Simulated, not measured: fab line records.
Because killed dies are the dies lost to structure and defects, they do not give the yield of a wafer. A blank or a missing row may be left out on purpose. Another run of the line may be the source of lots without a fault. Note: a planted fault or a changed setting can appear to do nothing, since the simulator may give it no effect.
What tool caused it? | flow sfq line | route of 325 steps, sampled at 1 step: 14 lots, 42 wafers

## WHAT THE GAUGES SHOWED, per wafer
Not one reading of a measure or inspect step in the record can be checked against a usual standard deviation.

## WHICH TOOL RAN EACH LOT (tool, then ch and the chambers of the sampled wafers, then the start)
lot  | SFQ_TRILAYER_L0_LITHO_COAT_010
L243 | litho track-04 ch 0, day 1 12:50
L246 | litho track-03 ch 0, day 2 03:44
L248 | litho track-02 ch 0, day 2 13:47
L249 | litho track-04 ch 0, day 2 18:47
L250 | litho track-04 ch 0, day 2 23:50
L254 | litho track-03 ch 0, day 3 19:49
L255 | litho track-03 ch 0, day 4 00:44
L258 | litho track-02 ch 0, day 4 15:44
L260 | litho track-02 ch 0, day 5 01:44
L261 | litho track-03 ch 0, day 5 06:47
L262 | litho track-04 ch 0, day 5 11:47
L264 | litho track-02 ch 0, day 5 21:44
L265 | litho track-02 ch 0, day 6 02:44
L266 | litho track-03 ch 0, day 6 07:50
- SFQ_TRILAYER_L0_LITHO_COAT_010: resist thk 62 nm.

## AS READ BY THE TOOLS THEMSELVES (means over the sampled wafers that have a number; for cases with no such wafer, the mark the record gives instead)
SFQ_TRILAYER_L0_LITHO_COAT_010. Usual: resist line temp C 23.01 C, standard deviation 0.1; spin speed rpm 2999.6 rpm, standard deviation 1.9.
lot  | tool           | resist line temp C (C) | spin speed rpm (rpm) | flag
L243 | litho track-04 | 22.94                  | 3000.0               |
L246 | litho track-03 | 23.02                  | 3000.4               |
L248 | litho track-02 | 22.96                  | 2998.2               |
L249 | litho track-04 | 23.12                  | 2840.9               | OFF
L250 | litho track-04 | 22.95                  | 2841.3               | OFF
L254 | litho track-03 | 22.93                  | 3000.7               |
L255 | litho track-03 | 22.88                  | 2998.2               |
L258 | litho track-02 | 22.99                  | 2998.6               |
L260 | litho track-02 | 23.17                  | 2998.6               |
L261 | litho track-03 | 23.01                  | 3003.1               |
L262 | litho track-04 | 22.93                  | 3000.2               |
L264 | litho track-02 | 22.97                  | 3001.4               |
L265 | litho track-02 | 23.01                  | 2999.1               |
L266 | litho track-03 | 23.00                  | 2998.8               |

## THE ANSWER, worked out from the rows above alone
Rule: take the mean of a lot's wafers that have a number; if it is more than 3 standard deviations from the usual mean, the lot is off. A lot without any number at a reading at which 4 lots or more have one is off too. The other lots that the step has rows for count as sound. The gauges are gone through in route order, then the tools' own readings, and for those a lot's mean is taken as printed above. The first step at which some lot is off is used, and at that step the reading that is off furthest; a lot without a number counts as furthest.
Off at SFQ_TRILAYER_L0_LITHO_COAT_010 (spin speed rpm): L249, L250.
A tool fits if, at that step or a process step before it, it ran every lot that is off, and no sound lot after the first of them. No candidate that was tried fits.

## WHAT THE SIMULATOR HAD PUT IN
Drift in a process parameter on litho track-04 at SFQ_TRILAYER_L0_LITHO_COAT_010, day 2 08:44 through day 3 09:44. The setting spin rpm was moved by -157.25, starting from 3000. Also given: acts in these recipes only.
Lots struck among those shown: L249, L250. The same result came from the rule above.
